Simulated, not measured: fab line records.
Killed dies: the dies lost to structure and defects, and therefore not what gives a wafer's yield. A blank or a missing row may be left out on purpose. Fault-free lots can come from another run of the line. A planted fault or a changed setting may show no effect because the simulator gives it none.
Tool commonality check :: flow sky130 :: Lots sampled 14, wafers sampled 42

REASON IT WAS OPENED
SKY_RES_XHIGH_TW_MEAS_09, reading RES_XHIGH_TW: flagged on 2 of 14 lots. Wafers without a fault read 1656, standard deviation 12.
Rule: a lot is flagged in two cases, either no wafer of it has a number, or all its wafers with numbers fall more than 4 standard deviations from that mean. All remaining lots are regarded as sound.

lot: L595
measured: day 27 08:49
on: film-metro-04
RES_XHIGH_TW, wafer by wafer: 1658 1658 1656
flag: 

lot: L596
measured: day 27 13:50
on: film-metro-01
RES_XHIGH_TW, wafer by wafer: 1650 1645 1654
flag: 

lot: L598
measured: day 28 10:23
on: film-metro-04
RES_XHIGH_TW, wafer by wafer: 1666 1658 1664
flag: 

lot: L601
measured: day 29 10:47
on: film-metro-04
RES_XHIGH_TW, wafer by wafer: 30 30 30
flag: FLAGGED

lot: L602
measured: day 29 22:57
on: film-metro-01
RES_XHIGH_TW, wafer by wafer: 31 30 31
flag: FLAGGED

lot: L607
measured: day 31 08:10
on: film-metro-02
RES_XHIGH_TW, wafer by wafer: 1630 1629 1637
flag: 

lot: L609
measured: day 32 04:30
on: film-metro-01
RES_XHIGH_TW, wafer by wafer: 1650 1641 1638
flag: 

lot: L610
measured: day 32 15:19
on: film-metro-01
RES_XHIGH_TW, wafer by wafer: 1648 1653 1648
flag: 

lot: L611
measured: day 33 11:00
on: film-metro-01
RES_XHIGH_TW, wafer by wafer: 1664 1667 1668
flag: 

lot: L612
measured: day 33 11:32
on: film-metro-01
RES_XHIGH_TW, wafer by wafer: 1659 1665 1661
flag: 

lot: L614
measured: day 33 11:50
on: film-metro-02
RES_XHIGH_TW, wafer by wafer: 1638 1644 1641
flag: 

lot: L613
measured: day 33 15:43
on: film-metro-02
RES_XHIGH_TW, wafer by wafer: 1638 1623 1629
flag: 

lot: L615
measured: day 33 19:00
on: film-metro-02
RES_XHIGH_TW, wafer by wafer: 1636 1632 1636
flag: 

lot: L616
measured: day 34 07:56
on: film-metro-01
RES_XHIGH_TW, wafer by wafer: 1663 1665 1666
flag: 
Flagged lots average 30: -1626 relative to the usual, that is -99 or more standard deviations.

WHICH TOOL RAN EACH LOT
The record keeps 1 process step preceding the reading, out of 708 steps on the route. Read each cell as the tool, then ch plus the chambers that the sampled wafers visited, then the start.
lot: L595
flag: 
SKY_RES_XHIGH_DEVELOP_06: litho-track-04 ch 0, day 27 08:27

lot: L596
flag: 
SKY_RES_XHIGH_DEVELOP_06: litho-track-02 ch 0, day 27 13:26

lot: L598
flag: 
SKY_RES_XHIGH_DEVELOP_06: litho-track-02 ch 0, day 28 09:59

lot: L601
flag: FLAGGED
SKY_RES_XHIGH_DEVELOP_06: litho-track-03, day 29 10:23

lot: L602
flag: FLAGGED
SKY_RES_XHIGH_DEVELOP_06: litho-track-04, day 29 22:33

lot: L607
flag: 
SKY_RES_XHIGH_DEVELOP_06: litho-track-04 ch 0, day 31 07:47

lot: L609
flag: 
SKY_RES_XHIGH_DEVELOP_06: litho-track-04 ch 0, day 32 04:06

lot: L610
flag: 
SKY_RES_XHIGH_DEVELOP_06: litho-track-02 ch 0, day 32 14:53

lot: L611
flag: 
SKY_RES_XHIGH_DEVELOP_06: litho-track-02 ch 0, day 33 10:37

lot: L612
flag: 
SKY_RES_XHIGH_DEVELOP_06: litho-track-03 ch 0, day 33 11:08

lot: L614
flag: 
SKY_RES_XHIGH_DEVELOP_06: litho-track-03 ch 0, day 33 11:26

lot: L613
flag: 
SKY_RES_XHIGH_DEVELOP_06: litho-track-04 ch 0, day 33 15:20

lot: L615
flag: 
SKY_RES_XHIGH_DEVELOP_06: litho-track-04 ch 0, day 33 18:36

lot: L616
flag: 
SKY_RES_XHIGH_DEVELOP_06: litho-track-02 ch 0, day 34 07:32
What the steps here do:
- SKY_RES_XHIGH_DEVELOP_06: develop time 60 s.
- SKY_RES_XHIGH_TW_MEAS_09

FLAGGED AGAINST TOTAL, ONE TOOL AT A TIME (gauges that did the reading follow at the end)
step: SKY_RES_XHIGH_DEVELOP_06
tool: litho-track-02
lots run: 5
flagged: 0
share of the flagged lots: none
sound lots run after its first flagged lot: -

step: SKY_RES_XHIGH_DEVELOP_06
tool: litho-track-03
lots run: 3
flagged: 1
share of the flagged lots: some
sound lots run after its first flagged lot: 2 (L612,L614)

step: SKY_RES_XHIGH_DEVELOP_06
tool: litho-track-04
lots run: 6
flagged: 1
share of the flagged lots: some
sound lots run after its first flagged lot: 4 (L607,L609,L613,L615)

step: SKY_RES_XHIGH_TW_MEAS_09
tool: film-metro-01
lots run: 7
flagged: 1
share of the flagged lots: some
sound lots run after its first flagged lot: 5 (L609,L610,L611,L612,L616)

step: SKY_RES_XHIGH_TW_MEAS_09
tool: film-metro-02
lots run: 4
flagged: 0
share of the flagged lots: none
sound lots run after its first flagged lot: -

step: SKY_RES_XHIGH_TW_MEAS_09
tool: film-metro-04
lots run: 3
flagged: 1
share of the flagged lots: some
sound lots run after its first flagged lot: 0

THE TABLE: WHAT IT ALLOWS
No row of the table ran every flagged lot.

WHAT THE SIMULATOR HAD PUT IN
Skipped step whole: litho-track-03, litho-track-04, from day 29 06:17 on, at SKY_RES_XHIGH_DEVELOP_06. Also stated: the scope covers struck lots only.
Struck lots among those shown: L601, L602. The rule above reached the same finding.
